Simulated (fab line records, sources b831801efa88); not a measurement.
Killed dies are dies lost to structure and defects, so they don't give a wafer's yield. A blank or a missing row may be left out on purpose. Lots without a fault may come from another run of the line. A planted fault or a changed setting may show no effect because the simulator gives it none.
Tool commonality check | flow sky130 | 13 lots, 45 wafers sampled

WHY IT WAS OPENED
At SKY_LDD_LDN_TW_MEAS_13 the reading LDD_LDN_TW is flagged on 2 of 13 lots. Wafers without a fault read 1473, standard deviation 19.
Rule: a lot is flagged when every wafer of it that has a number lies more than 4 standard deviations from that mean, or none has a number. The other lots count as sound.

lot  | measured     | on            | LDD_LDN_TW, wafer by wafer    | flag
L865 | day 24 06:47 | film_metro-01 | 1507 1506 1505                |
L866 | day 24 10:11 | film_metro-04 | 1476 1476 1480                |
L867 | day 24 10:29 | film_metro-02 | 1467 1456 1459                |
L870 | day 24 11:53 | film_metro-01 | 1509 1500 1508                |
L871 | day 25 13:38 | film_metro-02 | 1456 1471 1463                |
L872 | day 25 15:01 | film_metro-02 | 1573 1558 1561 1563 1563 1567 | FLAGGED
L877 | day 27 06:20 | film_metro-02 | 1460 1457 1462                |
L879 | day 27 15:51 | film_metro-02 | 1561 1567 1565 1559 1567 1565 | FLAGGED
L880 | day 28 01:18 | film_metro-04 | 1480 1477 1484                |
L882 | day 28 21:11 | film_metro-02 | 1471 1464 1463                |
L885 | day 29 20:59 | film_metro-04 | 1473 1461 1472                |
L886 | day 30 05:29 | film_metro-01 | 1506 1510 1506                |
L887 | day 30 10:02 | film_metro-02 | 1474 1472 1460                |
The numbers of the flagged lots are 1564 on average: +91 against the usual, or +5 standard deviations.

WHICH TOOL RAN EACH LOT
The record holds 3 process steps before the reading, out of a route of 708 steps. In each cell: the tool, then ch and the chambers that the sampled wafers went through, then the start.
lot  | flag    | SKY_POLY_GATE_ETCH_15              | SKY_LDD_LDN_IMPLANT_10          | SKY_LDD_LDN_STRIP_12
L865 |         | rie_diel-03 ch 0,1,2, day 17 20:45 | implanter-02 ch 0, day 24 06:24 | plasma_asher-03 ch 1, day 24 06:41
L866 |         | rie_diel-03 ch 0,1,3, day 17 21:33 | implanter-02 ch 0, day 24 09:49 | plasma_asher-04 ch 0,1, day 24 10:05
L867 |         | rie_diel-04 ch 0,2,3, day 17 22:10 | implanter-01 ch 0, day 24 10:06 | plasma_asher-01 ch 1, day 24 10:23
L870 |         | rie_diel-01 ch 0,1, day 17 22:17   | implanter-04 ch 0, day 24 11:29 | plasma_asher-01 ch 0,1, day 24 11:47
L871 |         | rie_diel-03 ch 0,1,2, day 19 01:01 | implanter-01 ch 0, day 25 13:14 | plasma_asher-01 ch 0,1, day 25 13:32
L872 | FLAGGED | rie_diel-01 ch 0,2,3, day 19 04:00 | implanter-01 ch 0, day 25 14:19 | plasma_asher-04 ch 0,1, day 25 14:54
L877 |         | rie_diel-04 ch 0,1,3, day 20 21:54 | implanter-01 ch 0, day 27 05:56 | plasma_asher-04 ch 0,1, day 27 06:14
L879 | FLAGGED | rie_diel-01 ch 1,2,3, day 21 08:21 | implanter-01 ch 0, day 27 15:08 | plasma_asher-01 ch 0,1, day 27 15:45
L880 |         | rie_diel-04 ch 0,3, day 21 17:46   | implanter-04 ch 0, day 28 00:56 | plasma_asher-04 ch 0,1, day 28 01:13
L882 |         | rie_diel-04 ch 0,1, day 22 14:46   | implanter-02 ch 0, day 28 20:47 | plasma_asher-01 ch 0,1, day 28 21:05
L885 |         | rie_diel-01 ch 0,1,2, day 23 17:24 | implanter-02 ch 0, day 29 20:35 | plasma_asher-04 ch 0,1, day 29 20:53
L886 |         | rie_diel-03 ch 1,2, day 24 02:27   | implanter-02 ch 0, day 30 05:05 | plasma_asher-04 ch 0,1, day 30 05:23
L887 |         | rie_diel-01 ch 1,2, day 24 05:45   | implanter-02 ch 0, day 30 09:38 | plasma_asher-04 ch 0,1, day 30 09:56
What these steps do:
- SKY_POLY_GATE_ETCH_15: etches BARC in N2/H2, stops on SiO2, time 118.5 s, target depth 110 nm.
- SKY_LDD_LDN_IMPLANT_10
- SKY_LDD_LDN_STRIP_12: strips in O2/N2.
- SKY_LDD_LDN_TW_MEAS_13

FLAGGED OVER TOTAL, TOOL BY TOOL (the gauges that took the reading come last)
step                   | tool            | lots run | flagged | share of the flagged lots | sound lots run after its first flagged lot
SKY_POLY_GATE_ETCH_15  | rie_diel-01     | 5        | 2       | all                       | 2 (L885,L887)
SKY_POLY_GATE_ETCH_15  | rie_diel-03     | 4        | 0       | none                      | -
SKY_POLY_GATE_ETCH_15  | rie_diel-04     | 4        | 0       | none                      | -
SKY_LDD_LDN_IMPLANT_10 | implanter-01    | 5        | 2       | all                       | 1 (L877)
SKY_LDD_LDN_IMPLANT_10 | implanter-02    | 6        | 0       | none                      | -
SKY_LDD_LDN_IMPLANT_10 | implanter-04    | 2        | 0       | none                      | -
SKY_LDD_LDN_STRIP_12   | plasma_asher-01 | 5        | 1       | some                      | 1 (L882)
SKY_LDD_LDN_STRIP_12   | plasma_asher-03 | 1        | 0       | none                      | -
SKY_LDD_LDN_STRIP_12   | plasma_asher-04 | 7        | 1       | some                      | 5 (L877,L880,L885,L886,L887)
SKY_LDD_LDN_TW_MEAS_13 | film_metro-01   | 3        | 0       | none                      | -
SKY_LDD_LDN_TW_MEAS_13 | film_metro-02   | 7        | 2       | all                       | 3 (L877,L882,L887)
SKY_LDD_LDN_TW_MEAS_13 | film_metro-04   | 3        | 0       | none                      | -

WHAT THE TABLE ALLOWS
3 rows of the table ran every flagged lot: rie_diel-01 at SKY_POLY_GATE_ETCH_15, implanter-01 at SKY_LDD_LDN_IMPLANT_10, film_metro-02 at SKY_LDD_LDN_TW_MEAS_13.
- rie_diel-01 at SKY_POLY_GATE_ETCH_15: 2 of its 5 lots flagged. Sound lots ran on it after the first flagged one (L885, L887), which a lasting fault on the whole tool wouldn't allow.
- implanter-01 at SKY_LDD_LDN_IMPLANT_10: 2 of its 5 lots flagged. Sound lots ran on it after the first flagged one (L877), which a lasting fault on the whole tool wouldn't allow.
- film_metro-02 at SKY_LDD_LDN_TW_MEAS_13: 2 of its 7 lots flagged. Sound lots ran on it after the first flagged one (L877, L882, L887), which a lasting fault on the whole tool wouldn't allow.
No row of the table ran every flagged lot and no sound lot after the first.

WHAT THE SIMULATOR HAD PUT IN
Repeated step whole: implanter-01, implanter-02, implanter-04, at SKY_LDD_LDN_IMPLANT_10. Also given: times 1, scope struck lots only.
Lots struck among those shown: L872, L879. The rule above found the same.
